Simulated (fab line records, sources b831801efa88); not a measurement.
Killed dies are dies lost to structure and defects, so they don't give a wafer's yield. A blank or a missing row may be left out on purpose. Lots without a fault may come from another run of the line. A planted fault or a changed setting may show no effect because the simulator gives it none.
Split-lot experiment | flow sfq_line | 5 lots, 23 wafers read, on a route of 325 steps

THE SPLIT
At SFQ_TRILAYER_I0_VIA_LITHO_EXPOSE_032 (exposes mask I0, target cd 500 nm), the setting dose_mj was moved away from the recipe's 21.3 on 7 of the 23 wafers read, by -5.5% to +7.3%. The other wafers ran this setting at the recipe's value.

FROM THE SPLIT TO THE READING: what the file shows between them, 3 steps
- SFQ_TRILAYER_I0_VIA_LITHO_PEB_034: peb time 60 s
- SFQ_TRILAYER_I0_VIA_LITHO_DEVELOP_033: time 60 s
- SFQ_TRILAYER_I0_VIA_BARC_OPEN_VIA_ETCH_046: etches BARC in O2, target depth 125 nm, time 43.31 s

THE READING
I0.cd_nm (the simulator's own value, which no gauge read), in nm, at SFQ_TRILAYER_I0_VIA_ETCH_VIA_ETCH_034 (etches SiO2 in CHF3, stops on Nb, target depth 260 nm). The file gives no usual value for it. The 16 wafers here that ran the recipe average 499.4 nm, standard deviation 1.6 nm.

wafer  | tool, chamber at the split | dose_mj as run | against the recipe | I0.cd_nm, nm | against lot-mates on the recipe
L074.2 | krf_scanner-01, 0          | 21.3           | recipe             | 495.9        | -
L074.3 | krf_scanner-01, 0          | 21.3           | recipe             | 498.2        | -
L074.4 | krf_scanner-01, 0          | 21.3           | recipe             | 498.6        | -
L074.5 | krf_scanner-01, 0          | 20.12          | -5.5%              | 487.9        | -9.7
L074.6 | krf_scanner-01, 0          | 20.12          | -5.5%              | 491.1        | -6.5
L076.1 | krf_scanner-01, 0          | 21.3           | recipe             | 498.8        | -
L076.2 | krf_scanner-01, 0          | 22.85          | +7.3%              | 510.5        | +11.2
L076.5 | krf_scanner-01, 0          | 22.85          | +7.3%              | 510.5        | +11.2
L076.3 | krf_scanner-01, 0          | 22.85          | +7.3%              | 509.8        | +10.5
L076.6 | krf_scanner-01, 0          | 21.3           | recipe             | 499.8        | -
L077.4 | krf_scanner-01, 0          | 21.3           | recipe             | 500.2        | -
L077.5 | krf_scanner-01, 0          | 21.3           | recipe             | 500          | -
L077.6 | krf_scanner-01, 0          | 21.3           | recipe             | 497.3        | -
L078.1 | krf_scanner-01, 0          | 21.3           | recipe             | 497.9        | -
L078.2 | krf_scanner-01, 0          | 21.3           | recipe             | 500.2        | -
L078.3 | krf_scanner-01, 0          | 21.3           | recipe             | 498.7        | -
L078.5 | krf_scanner-01, 0          | 21.3           | recipe             | 500.4        | -
L078.6 | krf_scanner-01, 0          | 21.3           | recipe             | 500.4        | -
L079.1 | krf_scanner-01, 0          | 22.13          | +3.9%              | 507.6        | +6.1
L079.2 | krf_scanner-01, 0          | 21.3           | recipe             | 501          | -
L079.3 | krf_scanner-01, 0          | 22.13          | +3.9%              | 504.6        | +3.1
L079.4 | krf_scanner-01, 0          | 21.3           | recipe             | 500.5        | -
L079.5 | krf_scanner-01, 0          | 21.3           | recipe             | 503.1        | -

THE FIT
A straight line over all 23 wafers: I0.cd_nm changes by +1.6 nm for each +1% of dose_mj; r = +0.96; the points scatter about the line by 1.6 nm.
The same after taking each lot's own level away (the mean of its wafers on the recipe; 23 wafers): +1.46 nm for each +1%; r = +0.97; scatter 1.2 nm.
On that fit, the largest move of dose_mj shifts the reading by 11 nm.
The lots' own levels span 497.57 to 501.53 nm, that is 2.4 times the standard deviation above.
So the lot-to-lot level changes the slope little: the two slopes agree.
Check: with one of the wafers moved furthest among these (+7.3%) left out of the fit, the line predicts +10.4 nm for it against its lot-mates. It came out at +11.2 nm against them.

OTHER SPLITS ON THESE WAFERS
These wafers also went through other splits before the reading. Each is held against what the fit with the lots' levels taken away leaves over:
other split on the same wafers                  | wafers away from the commonest value | r with I0.cd_nm (lot level and that fit taken away)
SFQ_TRILAYER_INCOMING_OXIDATION_002 temp_c      | 13                                   | -0.03
SFQ_TRILAYER_L0_LITHO_COAT_010 resist_thk_nm    | 9                                    | -0.24
SFQ_TRILAYER_L0_BARC_OPEN_METAL_ETCH_010 bias_w | 5                                    | -0.26
SFQ_TRILAYER_L0_VIA_LITHO_COAT_018 spin_rpm     | 5                                    | -0.02
SFQ_TRILAYER_M0_LITHO_COAT_026 spin_rpm         | 10                                   | -0.39
SFQ_TRILAYER_M0_LITHO_COAT_021 resist_thk_nm    | 5                                    | -0.01
SFQ_TRILAYER_M0_BARC_OPEN_METAL_ETCH_031 time_s | 7                                    | +0.01

THE WHOLE CHAIN: every reading that the file lists as answering this split, in the file's order
step                                       | what it does                                          | reading                                                   | change (the file's fit)              | r (the file's)
SFQ_TRILAYER_I0_VIA_BARC_OPEN_VIA_ETCH_046 | etches BARC in O2, target depth 125 nm, time 43.31 s  | I0.cd_nm (the simulator's own value, which no gauge read) | +1.61 nm for each +1% of the setting | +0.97
SFQ_TRILAYER_I0_VIA_ETCH_VIA_ETCH_034      | etches SiO2 in CHF3, stops on Nb, target depth 260 nm | I0.cd_nm (the simulator's own value, which no gauge read) | +1.44 nm for each +1% of the setting | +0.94

THE FILE'S OWN FIT
I0.cd_nm changes by +1.44 nm for each +1% of dose_mj, r = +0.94.
